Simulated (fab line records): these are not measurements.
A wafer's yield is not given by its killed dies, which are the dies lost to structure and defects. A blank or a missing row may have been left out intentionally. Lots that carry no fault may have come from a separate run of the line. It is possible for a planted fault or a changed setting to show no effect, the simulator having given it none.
fab line records	flow sky130
record lots=11	wafers=33	last-day=50
route steps=708 shown POLY_CUT@319 SD_N@356 SD_P@359 RES_XHIGH@360 LI_CONTACT@364
lots that met no fault: from a run of the same line without faults
start-h: hours from the record's opening day to when the first of the lot's shown wafers began	wait-h: time in hours since the lot's previous step	" same as the row above	L1.1+2: several wafers, shown together as one row	- no value, or no start was given	* or withheld: withheld	< > ~ a bound
route shown NAME@n: names a module that has steps shown in the file, with the first one's number in the route	usual: average and standard deviation across the fault-free wafers	same: alike in all rows	chamber/n: place in a boat	sites: per-site readings	_std_site: how widely they spread, as a standard deviation	_edge_site: inner sites' mean taken away from outer sites' mean	radius-mm: how far each site lies from the wafer's centre	mask NAME#n: copy n	behind: the last tool/chamber to shape the wafer	hold: cause of the lot's hold/its duration in hours/its outcome	device: which transistor (n, p or np) failed to switch	end of line: the same wafers' tests at the end of the route	step lacking rows: just its recipe	killed: count of dies lost to structure and defects at first sort (not the wafer's yield)	map: dies across one wafer; x = killed, . = not, _ = none there
set.NAME: the setting that was run; set.NAME@STEP: the one run at that earlier step	model.NAME: the simulator's own value behind a step, which no gauge read
one table for each step of the route and one row for each wafer, over a sample of lots
services: from which hour (start-h, from the record's first day; less than 0 if before it) a tool's chamber was out of use, for how many hours, and why
## steps
# step SKY_POLY_CUT_STRIP_12
# recipe chemistry=O2/N2	power-w=1400	pressure-mtorr=1500	platen-temp-c=withheld	o2-flow-sccm=3000	n2-flow-sccm=300	overash-fraction=0.5
# usual drypump-motor-current-A=5.64/0.25	oes-product-au=0.453/0.0049	strip-time-to-endpoint-s=5.358/0.017
lot.wafer	tool	chamber	start-h	wait-h	drypump-motor-current-A	oes-product-au	rf-hours-counter-h	strip-time-to-endpoint-s
L208.1	plasma-asher-01	0	583.07	0.0	5.54	0.452	87	5.361
L208.2	"	1	"	"	5.41	0.452	87	5.378
L208.3	"	0	"	"	5.53	0.456	-	5.359
L209.1	plasma-asher-01	0	603.57	0.0	5.54	0.439	89	5.358
L209.3	"	1	"	"	5.40	0.459	-	5.389
L209.4	"	0	"	"	5.53	0.443	-	5.353
L210.2	plasma-asher-04	1	604.90	0.0	5.70	0.452	46	5.365
L210.3	"	1	"	"	5.68	0.449	-	5.347
L210.4	"	0	"	"	6.11	0.453	-	5.365
L211.1	plasma-asher-04	1	612.62	0.0	5.73	0.456	47	5.340
L211.3	"	0	"	"	6.11	0.440	-	5.367
L211.5	"	1	"	"	5.74	0.458	-	5.336
L215.1	plasma-asher-02	1	636.72	0.0	5.74	0.448	82	5.356
L215.3	"	0	"	"	5.40	0.452	-	5.334
L215.4	"	1	"	"	5.73	0.453	-	5.358
L217.1	plasma-asher-01	1	654.02	0.0	5.41	0.453	94	5.335
L217.4	"	0	"	"	5.53	0.451	-	5.349
L217.6	"	1	"	"	5.45	0.445	-	5.321
L218.1	plasma-asher-04	1	660.87	0.0	5.73	0.455	51	5.349
L218.2	"	0	"	"	6.10	0.457	51	5.367
L218.5	"	1	"	"	5.70	0.458	-	5.362
L219.4	plasma-asher-01	1	673.25	0.1	5.40	0.449	-	5.341
L219.5	"	1	"	"	5.42	0.447	-	5.362
L219.6	"	0	"	"	5.53	0.445	-	5.385
L224.3	plasma-asher-02	1	723.85	0.1	5.72	0.456	-	5.356
L224.5	"	0	"	"	5.37	0.458	-	5.346
L224.6	"	1	"	"	5.69	0.451	-	5.336
L227.2	plasma-asher-04	1	734.75	0.0	5.70	0.460	59	5.362
L227.3	"	1	"	"	5.69	0.449	-	5.362
L227.6	"	1	"	"	5.72	0.454	-	5.332
L228.2	plasma-asher-01	1	747.17	0.0	5.41	0.456	0	5.349
L228.4	"	1	"	"	5.41	0.443	-	5.350
L228.6	"	1	"	"	5.42	0.459	-	5.322
# step SKY_SD_N_RTA_14
# recipe temp-c=1075	time-s=2	idle-temp-c=650	ramp-up-c-per-s=150	ramp-down-c-per-s=90	ambient=N2
# usual lamp-power-pct=15.74/0.053	wafer_temp_C_max=1078.0/1.3
lot.wafer	tool	chamber	start-h	wait-h	lamp-power-pct	wafer_temp_C_max
L208.1	rtp-anneal-01	0	671.24	0.0	15.67	1080.1
L208.2	"	0	"	"	15.75	1077.0
L208.3	"	0	"	"	15.66	1076.2
L209.1	rtp-anneal-02	0	689.70	0.0	15.74	1077.9
L209.3	"	0	"	"	15.79	1077.5
L209.4	"	0	"	"	15.79	1079.4
L210.2	rtp-anneal-01	0	690.90	0.0	15.69	1076.1
L210.3	"	0	"	"	15.84	1077.5
L210.4	"	0	"	"	15.77	1077.6
L211.1	rtp-anneal-02	0	700.09	0.0	15.67	1076.4
L211.3	"	0	"	"	15.78	1077.3
L211.5	"	0	"	"	15.69	1079.8
L215.1	rtp-anneal-02	0	721.00	0.0	15.77	1079.3
L215.3	"	0	"	"	15.78	1077.1
L215.4	"	0	"	"	15.69	1079.8
L217.1	rtp-anneal-02	0	738.39	0.0	15.63	1077.5
L217.4	"	0	"	"	15.79	1080.6
L217.6	"	0	"	"	15.76	1078.7
L218.1	rtp-anneal-01	0	745.19	0.0	15.70	1078.3
L218.2	"	0	"	"	15.70	1077.6
L218.5	"	0	"	"	15.74	1077.8
L219.4	rtp-anneal-02	0	757.30	0.1	15.73	1077.6
L219.5	"	0	"	"	15.77	1078.6
L219.6	"	0	"	"	15.67	1077.4
L224.3	rtp-anneal-02	0	805.53	0.0	16.75	1120.7
L224.5	"	0	"	"	16.80	1121.4
L224.6	"	0	"	"	16.79	1118.8
L227.2	rtp-anneal-02	0	815.75	0.0	16.77	1122.8
L227.3	"	0	"	"	16.81	1118.1
L227.6	"	0	"	"	16.71	1120.2
L228.2	rtp-anneal-01	0	827.02	0.0	15.77	1077.8
L228.4	"	0	"	"	15.73	1079.5
L228.6	"	0	"	"	15.72	1080.2
# step SKY_SD_N_RS_MEAS_16
# recipe thk-meas-gauge=four-point-probe
# usual SD_N_RS=68.55/0.12
lot.wafer	tool	chamber	start-h	wait-h	SD_N_RS[ohm/sq]
L208.1	film-metro-04	-	671.48	0.1	68.49
L208.2	"	-	"	"	68.49
L208.3	"	-	"	"	68.72
L209.1	film-metro-03	-	689.88	0.1	68.64
L209.3	"	-	"	"	68.58
L209.4	"	-	"	"	68.78
L210.2	film-metro-02	-	691.09	0.1	68.29
L210.3	"	-	"	"	68.41
L210.4	"	-	"	"	68.63
L211.1	film-metro-03	-	700.27	0.1	68.58
L211.3	"	-	"	"	68.62
L211.5	"	-	"	"	68.64
L215.1	film-metro-03	-	721.17	0.1	68.49
L215.3	"	-	"	"	68.36
L215.4	"	-	"	"	68.43
L217.1	film-metro-02	-	738.57	0.1	68.19
L217.4	"	-	"	"	68.34
L217.6	"	-	"	"	68.28
L218.1	film-metro-03	-	745.37	0.1	68.56
L218.2	"	-	"	"	68.77
L218.5	"	-	"	"	68.76
L219.4	film-metro-03	-	757.53	0.1	68.54
L219.5	"	-	"	"	68.67
L219.6	"	-	"	"	68.61
L224.3	film-metro-02	-	805.73	0.1	60.89
L224.5	"	-	"	"	60.96
L224.6	"	-	"	"	61.02
L227.2	film-metro-03	-	815.94	0.1	60.92
L227.3	"	-	"	"	60.76
L227.6	"	-	"	"	60.85
L228.2	film-metro-03	-	827.21	0.1	68.61
L228.4	"	-	"	"	68.67
L228.6	"	-	"	"	68.65
# step SKY_SD_N_RS_MEAS_17
# recipe thk-meas-gauge=four-point-probe
# usual SD_P_RS=147.1/0.38
lot.wafer	tool	chamber	start-h	wait-h	SD_P_RS[ohm/sq]
L208.1	film-metro-04	-	671.60	0.1	146.8
L208.2	"	-	"	"	146.9
L208.3	"	-	"	"	147.1
L209.1	film-metro-03	-	690.00	0.1	147.0
L209.3	"	-	"	"	146.5
L209.4	"	-	"	"	147.1
L210.2	film-metro-02	-	691.21	0.1	146.7
L210.3	"	-	"	"	147.1
L210.4	"	-	"	"	147.1
L211.1	film-metro-03	-	700.39	0.1	147.5
L211.3	"	-	"	"	146.9
L211.5	"	-	"	"	147.0
L215.1	film-metro-03	-	721.29	0.1	146.5
L215.3	"	-	"	"	145.9
L215.4	"	-	"	"	146.5
L217.1	film-metro-02	-	738.69	0.1	146.5
L217.4	"	-	"	"	146.6
L217.6	"	-	"	"	145.8
L218.1	film-metro-03	-	745.49	0.1	147.7
L218.2	"	-	"	"	147.9
L218.5	"	-	"	"	148.0
L219.4	film-metro-03	-	757.65	0.1	147.5
L219.5	"	-	"	"	147.4
L219.6	"	-	"	"	147.4
L224.3	film-metro-02	-	805.85	0.1	109.5
L224.5	"	-	"	"	109.4
L224.6	"	-	"	"	109.4
L227.2	film-metro-03	-	816.06	0.1	109.4
L227.3	"	-	"	"	109.2
L227.6	"	-	"	"	109.4
L228.2	film-metro-03	-	827.33	0.1	147.1
L228.4	"	-	"	"	147.2
L228.6	"	-	"	"	147.4
# step SKY_SD_N_RS_MEAS_18
# recipe thk-meas-gauge=four-point-probe
# usual RES_XHIGH_RS=333.1/1.3
lot.wafer	tool	chamber	start-h	wait-h	RES_XHIGH_RS[ohm/sq]
L208.1	film-metro-04	-	671.72	0.1	333.6
L208.2	"	-	"	"	336.2
L208.3	"	-	"	"	336.6
L209.1	film-metro-03	-	690.12	0.1	333.8
L209.3	"	-	"	"	335.0
L209.4	"	-	"	"	333.8
L210.2	film-metro-02	-	691.33	0.1	332.2
L210.3	"	-	"	"	331.9
L210.4	"	-	"	"	330.7
L211.1	film-metro-03	-	700.51	0.1	334.4
L211.3	"	-	"	"	335.2
L211.5	"	-	"	"	333.9
L215.1	film-metro-03	-	721.41	0.1	332.6
L215.3	"	-	"	"	332.9
L215.4	"	-	"	"	331.6
L217.1	film-metro-02	-	738.81	0.1	334.2
L217.4	"	-	"	"	333.3
L217.6	"	-	"	"	332.5
L218.1	film-metro-03	-	745.61	0.1	331.1
L218.2	"	-	"	"	332.9
L218.5	"	-	"	"	333.0
L219.4	film-metro-03	-	757.77	0.1	332.8
L219.5	"	-	"	"	330.4
L219.6	"	-	"	"	331.6
L224.3	film-metro-02	-	805.97	0.1	329.8
L224.5	"	-	"	"	329.0
L224.6	"	-	"	"	328.4
L227.2	film-metro-03	-	816.18	0.1	330.5
L227.3	"	-	"	"	331.0
L227.6	"	-	"	"	330.8
L228.2	film-metro-03	-	827.45	0.1	333.6
L228.4	"	-	"	"	334.4
L228.6	"	-	"	"	332.9
# step SKY_LI_CONTACT_CMP_02
# recipe material=PSG	down-force-psi=4	platen-rpm=60	pad-velocity-m-s=0.94248
# usual motor-current-A=11.6/0.79	time-to-endpoint-s=34/3.3
lot.wafer	tool	chamber	start-h	wait-h	motor-current-A	time-to-endpoint-s
L208.2	cmp-01	0	672.02	0.0	11.5	29
L208.3	"	1	"	"	12.9	34
L208.1	"	2	"	"	11.2	33
L209.3	cmp-01	1	690.44	0.0	13.2	34
L209.4	"	2	"	"	11.5	37
L209.1	"	0	"	"	11.3	27
L210.2	cmp-02	1	691.61	0.0	11.9	35
L210.3	"	2	"	"	11.8	34
L210.4	"	0	"	"	11.1	32
L211.1	cmp-01	2	700.81	0.1	11.5	32
L211.3	"	3	"	"	10.5	32
L211.5	"	3	"	"	10.3	30
L215.3	cmp-01	2	721.76	0.1	11.3	33
L215.1	"	3	"	"	10.1	34
L215.4	"	0	"	"	11.4	30
L217.4	cmp-02	3	739.11	0.0	12.2	31
L217.1	"	1	"	"	11.9	32
L217.6	"	3	"	"	12.6	31
L218.1	cmp-02	1	746.01	0.1	11.6	32
L218.2	"	2	"	"	11.0	33
L218.5	"	0	"	"	11.1	32
L219.4	cmp-02	0	758.01	0.0	10.7	32
L219.6	"	0	"	"	10.8	34
L219.5	"	1	"	"	11.5	30
L224.3	cmp-02	1	806.28	0.1	11.6	34
L224.6	"	0	"	"	10.8	34
L224.5	"	1	"	"	11.6	37
L227.2	cmp-01	3	816.46	0.0	10.1	34
L227.3	"	1	"	"	12.7	41
L227.6	"	3	"	"	10.5	32
L228.4	cmp-02	3	827.73	0.0	12.7	33
L228.2	"	1	"	"	11.8	36
L228.6	"	3	"	"	12.7	32
# step SKY_LI_CONTACT_CMP_24
# recipe stop-on=PSG	t-overpolish-s=20	down-force-psi=3.5	platen-rpm=60	target-thk-nm=0	pad-velocity-m-s=0.94248
# usual motor-current-A=10.7/0.84	overpolish-run-s=20.001/0.0088	time-to-endpoint-s=99/4.3
lot.wafer	tool	chamber	start-h	wait-h	motor-current-A	overpolish-run-s	time-to-endpoint-s
L208.2	cmp-01	3	701.35	0.0	9.8	20.013	96
L208.1	"	0	"	"	10.7	20.003	92
L208.3	"	2	"	"	10.6	20.012	97
L209.3	cmp-02	0	719.61	0.0	10.5	19.995	96
L209.4	"	1	"	"	10.8	19.989	98
L209.1	"	3	"	"	11.4	19.997	97
L210.3	cmp-02	2	721.25	0.0	10.6	19.991	102
L210.2	"	3	"	"	11.4	20.010	99
L210.4	"	0	"	"	9.8	19.994	96
L211.3	cmp-01	0	730.20	0.0	11.1	20.010	91
L211.1	"	1	"	"	11.2	20.002	101
L211.5	"	0	"	"	10.4	20.010	94
L215.3	cmp-01	3	751.08	0.0	9.3	20.005	97
L215.4	"	0	"	"	10.5	19.997	92
L215.1	"	2	"	"	10.7	20.005	101
L217.4	cmp-01	3	767.20	0.0	9.4	19.995	98
L217.1	"	1	"	"	12.1	20.006	99
L217.6	"	0	"	"	10.6	20.010	92
L218.2	cmp-01	3	774.46	0.1	9.8	20.010	103
L218.1	"	0	"	"	10.8	19.999	89
L218.5	"	3	"	"	9.5	20.001	95
L219.4	cmp-01	2	785.65	0.2	10.8	20.000	101
L219.6	"	3	"	"	9.8	19.992	97
L219.5	"	0	"	"	10.7	19.993	92
L224.3	cmp-01	3	833.78	0.1	9.2	20.003	104
L224.5	"	1	"	"	12.2	20.004	100
L224.6	"	2	"	"	10.9	20.001	103
L227.3	cmp-01	0	843.62	0.1	11.1	19.988	90
L227.2	"	1	"	"	12.5	19.993	99
L227.6	"	3	"	"	9.6	19.982	98
L228.4	cmp-01	0	855.15	0.1	10.4	19.988	96
L228.2	"	2	"	"	10.4	20.000	102
L228.6	"	0	"	"	11.1	19.986	89
## services
tool	chamber	start-h	hours	kind
plasma-asher-01	-	563.99	1.2	repair
cmp-02	-	572.22	4.0	pm
cmp-02	-	576.22	-	consumable-replace:conditioner
cmp-02	-	576.22	-	consumable-replace:pad
cmp-02	-	582.65	1.7	repair
cmp-01	-	598.65	6.3	pm
plasma-asher-02	-	612.07	2.8	pm
cmp-01	-	619.39	1.3	repair
cmp-01	-	626.45	0.9	repair
cmp-01	-	646.55	0.3	repair
cmp-01	-	660.35	3.9	pm
cmp-01	-	726.71	1.6	repair
plasma-asher-01	-	733.75	9.0	pm
plasma-asher-01	0	733.75	9.0	vent-cycle
plasma-asher-01	1	733.75	9.0	vent-cycle
plasma-asher-01	0	742.75	-	clean
plasma-asher-01	1	742.75	-	clean
cmp-01	-	744.22	4.0	pm
cmp-01	-	748.22	-	consumable-replace:conditioner
cmp-01	-	748.22	-	consumable-replace:pad
plasma-asher-01	-	770.12	3.0	repair
cmp-01	-	801.17	1.3	repair
plasma-asher-01	-	842.92	1.7	repair
## key
first-sign step=SKY_SD_N_RTA_14	reading=wafer_temp_C_max	direction=up	sigmas=34	usual=*	struck=*
effect step=SKY_SD_N_RTA_14	reading=lamp-power-pct	direction=up	sigmas=19	usual=15.74	struck=16.77
effect step=SKY_SD_N_RS_MEAS_16	reading=SD_N_RS	direction=down	sigmas=63	usual=68.55	struck=60.90
effect step=SKY_SD_N_RS_MEAS_17	reading=SD_P_RS	direction=down	sigmas=98	usual=147.1	struck=109.4
effect step=SKY_SD_N_RS_MEAS_18	reading=RES_XHIGH_RS	direction=down	sigmas=2.5	usual=333.1	struck=329.9
met-at SKY_SD_N_RTA_14
struck-lots L224,L227
tester-left-out L224,L227
not-acting-at SKY_POLY_CUT_STRIP_12,SKY_LI_CONTACT_CMP_02,SKY_LI_CONTACT_CMP_24
onset-between 757.30 805.53
fault kind=process-parameter-drift	tool=rtp-anneal-02	chamber=-	onset-h=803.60	steps=SKY_SD_N_RTA_14	channel=temp-c	offset=*	shape=step	end-h=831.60	acts-in=*	stated=*
# tester-left-out: of these lots the tester's yield and bins aren't shown, on N5 and GAA mostly nor the transistor test; their killed dies are dies lost to structure and defects alone, not to doping, threshold or leakage, so they don't give the yield
